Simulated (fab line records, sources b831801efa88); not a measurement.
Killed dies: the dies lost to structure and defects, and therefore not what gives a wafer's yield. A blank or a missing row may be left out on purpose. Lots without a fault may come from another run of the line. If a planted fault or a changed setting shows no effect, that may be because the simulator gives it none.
fab line records ; flow sky130
record: lots: 6; wafers: 18; lastDay: 50
route steps=708 shown LI_CONTACT@366 PAD_OPEN@708
lots with no fault: from the same line, run without faults
startH: hours from the record's opening day to when the first of the lot's shown wafers began ; waitH: hours elapsed since this lot's preceding step ; " repeats the value in the row above ; L1.1+2: a row that stands for several wafers ; - value missing, or start not given ; * or withheld: withheld ; < > ~ a bound
route shown NAME@n: a module of which the file shows steps, and the number in the route of the first ; usual: the fault-free wafers' mean and standard deviation ; same: alike in all rows ; chamber/n: place in a boat ; sites: readings site by site ; _std_site: their standard deviation ; _edge_site: inner sites' mean taken away from outer sites' mean ; radiusMm: how far each site lies from the wafer's centre ; mask NAME#n: copy n ; behind: the last tool/chamber to shape the wafer ; hold: reason for holding the lot/hours on hold/outcome of the hold ; device: names the non-switching transistor (n, p or np) ; end of line: the same wafers' tests at the end of the route ; a step with no rows: only its recipe ; killed: the dies lost at the first sort to structure and to defects; this is not the yield of the wafer ; map: per-die view of a wafer (x killed, . not killed, _ where there is no die)
set.NAME: the setting the step ran with; set.NAME@STEP: the setting that earlier step ran with ; model.NAME: the simulator's own value behind a step, which no gauge read
certain route steps with their lots: each step a table, each wafer a row
services: when a tool's chamber went out of use (startH, in hours from the record's first day, below 0 if earlier), for how many hours, and the reason
== steps ==
step: SKY_LI_CONTACT_DEHYDRATE_04
recipe: tempC: 200; timeS: 60
step: SKY_LI_CONTACT_HMDS_05
recipe: primeTimeS: 60; primeTempC: 120
step: SKY_LI_CONTACT_COAT_06
recipe: resist: BARC; tempC: withheld; timeS: withheld; spinRpm: 3000; resistThkNm: 60
step: SKY_LI_CONTACT_COAT_07
recipe: resist: KrF-thick; spinRpm: 3000; resistThkNm: 450
step: SKY_LI_CONTACT_SOFTBAKE_08
recipe: tempC: 100; timeS: 90; resist: KrF-thick
step: SKY_LI_CONTACT_EXPOSE_09
recipe: maskId: LICM1; na: 0.8; sourceShape: annular; sigmaInner: 0.55; sigmaOuter: 0.85; targetCdNm: 170; doseMj: 37.31
step: SKY_LI_CONTACT_PEB_10
recipe: pebTempC: withheld; pebTimeS: withheld; resist: KrF-thick
step: SKY_LI_CONTACT_DEVELOP_11
recipe: developTimeS: 60; resist: KrF-thick; devTempC: 21
step: SKY_LI_CONTACT_CD_MEAS_12
recipe: targetCdNm: 170
usual: cdNm: 169.6/1.8
lot.wafer;tool;chamber;startH;waitH;cdNm
L986.1;cdSem-02;-;753.94;-;168.8
L986.5;cdSem-02;-;753.94;-;167.8
L986.6;cdSem-02;-;753.94;-;168.9
L989.1;cdSem-02;-;780.19;-;169.2
L989.3;cdSem-02;-;780.19;-;168.5
L989.5;cdSem-02;-;780.19;-;168.6
L990.1;cdSem-02;-;788.44;-;169.1
L990.3;cdSem-02;-;788.44;-;169.9
L990.6;cdSem-02;-;788.44;-;170.9
L995.2;cdSem-02;-;832.32;-;166.9
L995.4;cdSem-02;-;832.32;-;167.8
L995.5;cdSem-02;-;832.32;-;168.0
L997.1;cdSem-02;-;841.09;-;169.0
L997.4;cdSem-02;-;841.09;-;169.1
L997.6;cdSem-02;-;841.09;-;168.6
L998.1;cdSem-02;-;879.95;-;172.7
L998.2;cdSem-02;-;879.95;-;170.6
L998.4;cdSem-02;-;879.95;-;171.9
step: SKY_LI_CONTACT_OVL_MEAS_13
usual: LI_CONTACT_OVL: -2/4.8
lot.wafer;tool;chamber;startH;waitH;LI_CONTACT_OVL[nm]
L986.1;overlay-02;-;754.06;0.1;-6
L986.5;overlay-02;-;754.06;0.1;-5
L986.6;overlay-02;-;754.06;0.1;-10
L989.1;overlay-02;-;780.31;0.1;2
L989.3;overlay-02;-;780.31;0.1;4
L989.5;overlay-02;-;780.31;0.1;5
L990.1;overlay-01;-;788.56;0.1;-7
L990.3;overlay-01;-;788.56;0.1;-5
L990.6;overlay-01;-;788.56;0.1;-4
L995.2;overlay-02;-;832.43;0.1;6
L995.4;overlay-02;-;832.43;0.1;5
L995.5;overlay-02;-;832.43;0.1;-1
L997.1;overlay-01;-;841.21;0.1;-3
L997.4;overlay-01;-;841.21;0.1;-4
L997.6;overlay-01;-;841.21;0.1;-5
L998.1;overlay-02;-;880.07;0.1;-5
L998.2;overlay-02;-;880.07;0.1;-5
L998.4;overlay-02;-;880.07;0.1;-6
step: SKY_LI_CONTACT_ETCH_14
recipe: chemistry: N2/H2; target: BARC; ionEnergyEv: 200; sourceW: 500; biasW: 100; pressureMtorr: 30; n2FlowSccm: 100; h2FlowSccm: 200; stopOn: SiO2; timeS: 45.9; targetDepthA: 600
usual: chamberPressureMTorr: 29.997/0.03; drypumpMotorCurrentA: 5.8/0.44; h2FlowSccm: 200.0/0.64; oesProductAu: 0.855/0.0046; rfFwdPowerW: 494.8/2.1; throttleValvePct: 13.225/0.0093
lot.wafer;tool;chamber;startH;waitH;chamberPressureMTorr;drypumpMotorCurrentA;h2FlowSccm;oesProductAu;rfFwdPowerW;rfHoursCounterH;throttleValvePct
L986.1;rieDiel-04;2;754.10;0.0;29.996;5.4;200.8;0.851;494.3;11;13.231
L986.5;rieDiel-04;0;754.10;0.0;30.001;6.6;200.0;0.850;496.6;-;13.239
L986.6;rieDiel-04;3;754.10;0.0;30.020;5.3;199.5;0.858;495.7;-;13.228
L989.1;rieDiel-04;3;780.34;0.0;29.999;5.3;201.8;0.848;495.4;6;13.226
L989.3;rieDiel-04;2;780.34;0.0;30.012;5.4;200.2;0.852;494.2;11;13.230
L989.5;rieDiel-04;3;780.34;0.0;29.961;5.3;200.6;0.849;494.2;-;13.211
L990.1;rieDiel-04;2;788.59;0.0;29.965;5.4;200.6;0.856;493.8;12;13.234
L990.3;rieDiel-04;0;788.59;0.0;30.011;6.6;200.2;0.852;494.9;10;13.218
L990.6;rieDiel-04;2;788.59;0.0;29.999;5.4;200.9;0.860;493.5;-;13.227
L995.2;rieDiel-03;1;832.46;0.0;30.034;5.1;200.3;0.859;491.8;8;13.227
L995.4;rieDiel-03;3;832.46;0.0;30.003;5.7;200.0;0.860;493.8;16;13.217
L995.5;rieDiel-03;0;832.46;0.0;30.004;6.1;200.5;0.859;496.9;-;13.227
L997.1;rieDiel-04;3;841.25;0.0;30.042;5.3;199.4;0.856;495.7;8;13.233
L997.4;rieDiel-04;1;841.25;0.0;30.044;6.4;199.9;0.859;497.1;7;13.217
L997.6;rieDiel-04;2;841.25;0.0;30.001;5.4;200.1;0.854;491.3;-;13.243
L998.1;rieDiel-01;2;880.11;0.0;30.006;5.6;199.2;0.852;490.6;16;13.223
L998.2;rieDiel-01;0;880.11;0.0;30.034;5.9;199.0;0.859;495.9;4;13.238
L998.4;rieDiel-01;1;880.11;0.0;29.970;5.6;200.7;0.854;490.5;4;13.222
step: SKY_LI_CONTACT_ETCH_15
recipe: target: PSG; chemistry: C4F8/O2/Ar; stopOn: Si; taperDeg: 4.15; maskMaterial: KrF-thick; sourceW: 1500; biasW: 1200; pressureMtorr: 40; c4f8FlowSccm: withheld; O2_flow_sccm: 6; Ar_flow_sccm: 300; timeS: withheld; targetDepthA: 6000
usual: chamberPressureMTorr: 40.00/0.038; oesProductAu: 0.838/0.0043; rfFwdPowerW: 1493/5.2
lot.wafer;tool;chamber;startH;waitH;chamberPressureMTorr;oesProductAu;rfFwdPowerW
L986.1;rieDiel-04;2;754.14;0.0;40.05;0.837;1488
L986.5;rieDiel-04;0;754.14;0.0;40.03;0.837;1505
L986.6;rieDiel-04;3;754.14;0.0;39.98;0.838;1498
L989.1;rieDiel-04;3;780.38;0.0;39.99;0.840;1492
L989.3;rieDiel-04;2;780.38;0.0;40.02;0.834;1490
L989.5;rieDiel-04;3;780.38;0.0;39.96;0.839;1492
L990.1;rieDiel-04;2;788.63;0.0;39.91;0.835;1495
L990.3;rieDiel-04;0;788.63;0.0;39.98;0.839;1493
L990.6;rieDiel-04;2;788.63;0.0;39.98;0.845;1505
L995.2;rieDiel-03;1;832.50;0.0;39.99;0.831;1491
L995.4;rieDiel-03;3;832.50;0.0;40.02;0.840;1495
L995.5;rieDiel-03;0;832.50;0.0;39.96;0.836;1492
L997.1;rieDiel-04;3;841.29;0.0;40.01;0.845;1491
L997.4;rieDiel-04;1;841.29;0.0;39.98;0.839;1491
L997.6;rieDiel-04;2;841.29;0.0;39.95;0.841;1491
L998.1;rieDiel-01;2;880.15;0.0;39.98;0.833;1492
L998.2;rieDiel-01;0;880.15;0.0;39.97;0.835;1497
L998.4;rieDiel-01;1;880.15;0.0;40.01;0.836;1482
step: SKY_LI_CONTACT_STRIP_16
recipe: chemistry: O2/N2; powerW: 1400; pressureMtorr: 1500; platenTempC: withheld; o2FlowSccm: 3000; n2FlowSccm: 300; overashFraction: 0.5
usual: chamberPressureMTorr: 1499.9/1.3; drypumpMotorCurrentA: 5.9/0.31; oesProductAu: 0.376/0.005; stripTimeToEndpointS: 3.51/0.03
lot.wafer;tool;chamber;startH;waitH;chamberPressureMTorr;drypumpMotorCurrentA;oesProductAu;rfHoursCounterH;stripTimeToEndpointS;model.KrF-thick_of_LI_CONTACT_COAT_07.thkNm
L986.1;plasmaAsher-03;1;754.23;-;1498.4;6.3;0.373;1;3.54;0
L986.5;plasmaAsher-03;1;754.23;-;1501.0;6.3;0.378;-;3.53;0
L986.6;plasmaAsher-03;0;754.23;-;1500.0;5.6;0.367;-;3.52;0
L989.1;plasmaAsher-01;0;780.47;-;-;-;-;-;-;232.7
L989.3;plasmaAsher-01;1;780.47;-;-;-;-;-;-;235.4
L989.5;plasmaAsher-01;1;780.47;-;-;-;-;-;-;232.4
L990.1;plasmaAsher-02;0;788.72;-;-;-;-;-;-;235.1
L990.3;plasmaAsher-02;0;788.72;-;-;-;-;-;-;231.7
L990.6;plasmaAsher-02;0;788.72;-;-;-;-;-;-;235.2
L995.2;plasmaAsher-03;0;832.59;-;1501.5;5.6;0.381;9;3.51;0
L995.4;plasmaAsher-03;0;832.59;-;1498.4;5.6;0.378;-;3.50;0
L995.5;plasmaAsher-03;0;832.59;-;1499.6;5.6;0.384;-;3.54;0
L997.1;plasmaAsher-01;1;841.38;-;1501.0;5.5;0.377;99;3.50;0
L997.4;plasmaAsher-01;1;841.38;-;1502.0;5.5;0.380;-;3.49;0
L997.6;plasmaAsher-01;0;841.38;-;1497.5;6.2;0.381;-;3.53;0
L998.1;plasmaAsher-02;0;880.24;-;1499.3;5.7;0.373;77;3.56;0
L998.2;plasmaAsher-02;1;880.24;-;1500.1;6.1;0.379;77;3.57;0
L998.4;plasmaAsher-02;0;880.24;-;1498.3;5.8;0.379;-;3.54;0
step: SKY_LI_CONTACT_CLEAN_17
recipe: chemistry: NMP; timeS: 600; tempC: 60; dry: n2Spin
step: SKY_PAD_OPEN_PROBE_99
usual: killed_at_M0_to_M3: 45/7.9; killed_at_M4_up: 2.9/1.8; killedAtContacts: 25/5.5; killedAtFrontEnd: 16/4.4; killedAtOther: 0.3/0.58; killedDies: 89/9.4; killedOnRim: 18/3.9; killedOpen: 49/6.8; killedShort: 40/6.3
same: grossDies: 492; killedAtBackSide: 0
lot.wafer;tool;chamber;startH;waitH;killed_at_M0_to_M3;killed_at_M4_up;killedAtContacts;killedAtFrontEnd;killedAtOther;killedDies;killedOnRim;killedOpen;killedShort
L986.1;prober-02;-;1130.80;0.1;46;6;23;20;0;95;19;51;44
L986.5;prober-02;-;1131.00;0.2;40;2;24;18;0;84;20;51;29
L986.6;prober-02;-;1131.05;0.2;42;5;29;12;0;88;17;45;42
L989.1;prober-01;-;1151.44;0.1;42;5;424;21;0;492;96;52;47
L989.3;prober-01;-;1151.54;0.2;41;1;425;25;0;492;96;54;35
L989.5;prober-01;-;1151.64;0.2;33;4;438;17;0;492;96;43;40
L990.1;prober-02;-;1156.26;0.1;43;5;434;10;0;492;96;50;36
L990.3;prober-02;-;1156.36;0.2;48;1;426;16;1;492;96;55;38
L990.6;prober-02;-;1156.51;0.2;38;3;441;10;0;492;96;31;40
L995.2;prober-01;-;1184.46;0.1;53;3;27;15;0;98;20;63;35
L995.4;prober-01;-;1184.56;0.2;54;0;31;13;1;99;16;48;49
L995.5;prober-01;-;1184.61;0.2;47;3;22;13;0;85;16;41;43
L997.1;prober-01;-;1188.67;0.1;51;4;27;8;0;90;29;47;43
L997.4;prober-01;-;1188.82;0.2;54;5;26;17;0;102;22;56;46
L997.6;prober-01;-;1188.92;0.2;53;3;29;20;0;105;18;57;48
L998.1;prober-02;-;1210.83;0.1;39;1;25;19;0;84;16;46;38
L998.2;prober-02;-;1210.88;0.1;41;3;37;10;0;91;12;48;43
L998.4;prober-02;-;1210.98;0.2;56;2;26;19;0;103;19;63;39
killed by level:class
L986.1 VIA1:geometricParticle:open=14 CONTACT:geometricParticle:open=9 LI_CONTACT:geometricParticle:open=6 METAL1:geometricParticle:short=6 METAL2:geometricParticle:short=6 FIELD_ISO:geometricParticle:short=5 VIA2:geometricParticle:open=5 LI_CONTACT:geometricParticle:short=4
L986.5 CONTACT:geometricParticle:open=10 VIA1:geometricParticle:open=8 LI_CONTACT:geometricParticle:open=7 VIA2:geometricParticle:open=6 VIA3:geometricParticle:open=6 SPACER:geometricParticle:open=5 METAL1:geometricParticle:short=5 METAL2:geometricParticle:short=5
L986.6 CONTACT:geometricParticle:open=11 VIA1:geometricParticle:open=9 METAL2:geometricParticle:short=7 LI_CONTACT:geometricParticle:open=6 VIA2:geometricParticle:open=5 METAL1:geometricParticle:short=4 LI_CONTACT:geometricParticle:short=4 LOCAL_INTERCONNECT:geometricParticle:short=4
L989.1 LI_CONTACT:areaSputter=393 CONTACT:geometricParticle:open=11 VIA1:geometricParticle:open=9 FIELD_ISO:geometricParticle:open=8 LI_CONTACT:geometricParticle:open=6 VIA2:geometricParticle:open=6 CONTACT:geometricParticle:short=6 METAL1:geometricParticle:short=5
L989.3 LI_CONTACT:areaSputter=401 CONTACT:geometricParticle:open=12 FIELD_ISO:geometricParticle:open=8 VIA3:geometricParticle:open=8 FIELD_ISO:geometricParticle:short=7 METAL1:geometricParticle:short=7 VIA1:geometricParticle:short=7 LI_CONTACT:geometricParticle:open=6
L989.5 LI_CONTACT:areaSputter=408 CONTACT:geometricParticle:open=8 LI_CONTACT:geometricParticle:open=8 FIELD_ISO:geometricParticle:open=6 LOCAL_INTERCONNECT:geometricParticle:short=6 VIA2:geometricParticle:open=6 METAL2:geometricParticle:short=5 CONTACT:geometricParticle:short=4
L990.1 LI_CONTACT:areaSputter=406 CONTACT:geometricParticle:open=15 VIA1:geometricParticle:open=9 VIA3:geometricParticle:open=8 METAL2:geometricParticle:short=7 VIA2:geometricParticle:open=6 FIELD_ISO:geometricParticle:open=5 LI_CONTACT:geometricParticle:open=5
L990.3 LI_CONTACT:areaSputter=399 CONTACT:geometricParticle:open=17 VIA1:geometricParticle:open=10 METAL1:geometricParticle:short=6 VIA3:geometricParticle:open=6 POLY_GATE:geometricParticle:short=5 VIA1:geometricParticle:short=5 VIA2:geometricParticle:open=5
L990.6 LI_CONTACT:areaSputter=421 CONTACT:geometricParticle:open=11 METAL1:geometricParticle:short=7 VIA1:geometricParticle:open=7 POLY_GATE:geometricParticle:short=6 CONTACT:geometricParticle:short=6 METAL2:geometricParticle:short=5 VIA3:geometricParticle:open=4
L995.2 CONTACT:geometricParticle:open=12 VIA1:geometricParticle:open=12 VIA2:geometricParticle:open=11 LI_CONTACT:geometricParticle:open=7 VIA3:geometricParticle:open=6 METAL2:geometricParticle:short=6 CONTACT:geometricParticle:short=5 FIELD_ISO:geometricParticle:open=4
L995.4 METAL1:geometricParticle:short=10 LI_CONTACT:geometricParticle:open=9 VIA1:geometricParticle:open=9 CONTACT:geometricParticle:open=8 CONTACT:geometricParticle:short=7 VIA2:geometricParticle:short=6 METAL2:geometricParticle:open=6 VIA2:geometricParticle:open=5
L995.5 VIA1:geometricParticle:open=10 CONTACT:geometricParticle:open=8 VIA2:geometricParticle:open=8 METAL2:geometricParticle:short=7 VIA3:geometricParticle:open=7 FIELD_ISO:geometricParticle:short=5 CONTACT:geometricParticle:short=5 VIA2:geometricParticle:short=4
L997.1 CONTACT:geometricParticle:open=11 METAL2:geometricParticle:short=10 VIA1:geometricParticle:open=8 LOCAL_INTERCONNECT:geometricParticle:short=6 VIA2:geometricParticle:short=5 LI_CONTACT:geometricParticle:open=5 CONTACT:geometricParticle:short=5 METAL1:geometricParticle:short=5
L997.4 CONTACT:geometricParticle:open=14 VIA1:geometricParticle:open=13 METAL2:geometricParticle:short=10 LI_CONTACT:geometricParticle:open=8 POLY_GATE:geometricParticle:short=5 METAL1:geometricParticle:short=5 VIA2:geometricParticle:open=5 VIA3:geometricParticle:open=5
L997.6 VIA1:geometricParticle:open=16 LI_CONTACT:geometricParticle:open=9 METAL1:geometricParticle:short=9 CONTACT:geometricParticle:open=9 METAL2:geometricParticle:short=7 POLY_GATE:geometricParticle:short=6 VIA2:geometricParticle:open=6 LOCAL_INTERCONNECT:geometricParticle:short=5
L998.1 FIELD_ISO:geometricParticle:open=10 CONTACT:geometricParticle:open=8 METAL1:geometricParticle:short=7 LI_CONTACT:geometricParticle:open=6 VIA2:geometricParticle:open=6 VIA1:geometricParticle:open=6 FIELD_ISO:geometricParticle:short=5 CONTACT:geometricParticle:short=5
L998.2 VIA1:geometricParticle:open=14 CONTACT:geometricParticle:open=12 LOCAL_INTERCONNECT:geometricParticle:short=9 LI_CONTACT:geometricParticle:short=6 LI_CONTACT:geometricParticle:open=6 METAL1:geometricParticle:short=5 VIA3:geometricParticle:short=5 VIA3:geometricParticle:open=5
L998.4 VIA1:geometricParticle:open=21 LI_CONTACT:geometricParticle:open=10 VIA3:geometricParticle:open=7 CONTACT:geometricParticle:open=7 CONTACT:geometricParticle:short=5 FIELD_ISO:geometricParticle:short=4 FIELD_ISO:geometricParticle:open=4 POLY_GATE:geometricParticle:short=4
map L989.1 (x killed, . not)
__________xxxxxxxxxx_________
________xxxxxxxxxxxxxx_______
______xxxxxxxxxxxxxxxxxx_____
_____xxxxxxxxxxxxxxxxxxxx____
____xxxxxxxxxxxxxxxxxxxxxx___
___xxxxxxxxxxxxxxxxxxxxxxxx__
__xxxxxxxxxxxxxxxxxxxxxxxxxx_
_xxxxxxxxxxxxxxxxxxxxxxxxxxxx
_xxxxxxxxxxxxxxxxxxxxxxxxxxxx
_xxxxxxxxxxxxxxxxxxxxxxxxxxxx
_xxxxxxxxxxxxxxxxxxxxxxxxxxxx
_xxxxxxxxxxxxxxxxxxxxxxxxxxxx
_xxxxxxxxxxxxxxxxxxxxxxxxxxxx
_xxxxxxxxxxxxxxxxxxxxxxxxxxxx
_xxxxxxxxxxxxxxxxxxxxxxxxxxxx
__xxxxxxxxxxxxxxxxxxxxxxxxxx_
___xxxxxxxxxxxxxxxxxxxxxxxx__
____xxxxxxxxxxxxxxxxxxxxxx___
_____xxxxxxxxxxxxxxxxxxxx____
______xxxxxxxxxxxxxxxxxx_____
________xxxxxxxxxxxxxx_______
__________xxxxxxxxxx_________
map L990.1 (x killed, . not)
__________xxxxxxxxxx_________
________xxxxxxxxxxxxxx_______
______xxxxxxxxxxxxxxxxxx_____
_____xxxxxxxxxxxxxxxxxxxx____
____xxxxxxxxxxxxxxxxxxxxxx___
___xxxxxxxxxxxxxxxxxxxxxxxx__
__xxxxxxxxxxxxxxxxxxxxxxxxxx_
_xxxxxxxxxxxxxxxxxxxxxxxxxxxx
_xxxxxxxxxxxxxxxxxxxxxxxxxxxx
_xxxxxxxxxxxxxxxxxxxxxxxxxxxx
_xxxxxxxxxxxxxxxxxxxxxxxxxxxx
_xxxxxxxxxxxxxxxxxxxxxxxxxxxx
_xxxxxxxxxxxxxxxxxxxxxxxxxxxx
_xxxxxxxxxxxxxxxxxxxxxxxxxxxx
_xxxxxxxxxxxxxxxxxxxxxxxxxxxx
__xxxxxxxxxxxxxxxxxxxxxxxxxx_
___xxxxxxxxxxxxxxxxxxxxxxxx__
____xxxxxxxxxxxxxxxxxxxxxx___
_____xxxxxxxxxxxxxxxxxxxx____
______xxxxxxxxxxxxxxxxxx_____
________xxxxxxxxxxxxxx_______
__________xxxxxxxxxx_________
== services ==
tool;chamber;startH;hours;kind
plasmaAsher-03;-;733.75;9.0;pm
plasmaAsher-03;0;733.75;9.0;ventCycle
plasmaAsher-03;1;733.75;9.0;ventCycle
rieDiel-01;1;738.10;-;clean
rieDiel-01;1;738.10;14.5;scheduledDown
rieDiel-01;1;738.10;14.5;ventCycle
plasmaAsher-03;0;742.75;-;clean
plasmaAsher-03;1;742.75;-;clean
plasmaAsher-01;-;745.96;0.4;repair
plasmaAsher-01;-;782.74;0.6;repair
rieDiel-03;2;794.78;4.6;repair
plasmaAsher-01;-;805.75;1.0;repair
rieDiel-04;3;821.37;5.9;repair
rieDiel-04;2;828.78;4.1;repair
rieDiel-01;0;841.66;4.7;repair
plasmaAsher-02;-;866.02;2.0;repair
rieDiel-03;-;867.73;1.2;repair
== key ==
firstSign: step: SKY_LI_CONTACT_STRIP_16; reading: toolRecord; direction: missing
effect: step: SKY_PAD_OPEN_PROBE_99; reading: killedAtContacts; direction: up; sigmas: 74; usual: 25; struck: 431
modelEffect: step: SKY_LI_CONTACT_STRIP_16; value: KrF-thick_of_LI_CONTACT_COAT_07.thkNm; without: 0; struck: 233.8
moreKillsBornAt: SKY_LI_CONTACT_SPUTTER_19@pvdSputter-02: 1226; SKY_LI_CONTACT_SPUTTER_19@pvdSputter-03: 1202
metAt SKY_LI_CONTACT_STRIP_16
struckWafers L989.1,L989.3,L989.5,L990.1,L990.3,L990.6
laterRowsLeftOut L989.1,L989.3,L989.5,L990.1,L990.3,L990.6
testerLeftOut L989,L990
fault: kind: skippedStepWhole; tool: plasmaAsher-01,plasmaAsher-02; chamber: -; onsetH: 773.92; steps: SKY_LI_CONTACT_STRIP_16; scope: struckLotsOnly
testerLeftOut: of these lots the tester's yield and bins aren't shown, on N5 and GAA mostly nor the transistor test; their killed dies are dies lost to structure and defects alone, not to doping, threshold or leakage, so they don't give the yield
laterRowsLeftOut: the simulator's readings of these wafers behind a module that went badly wrong aren't trusted and aren't shown, but for the sort
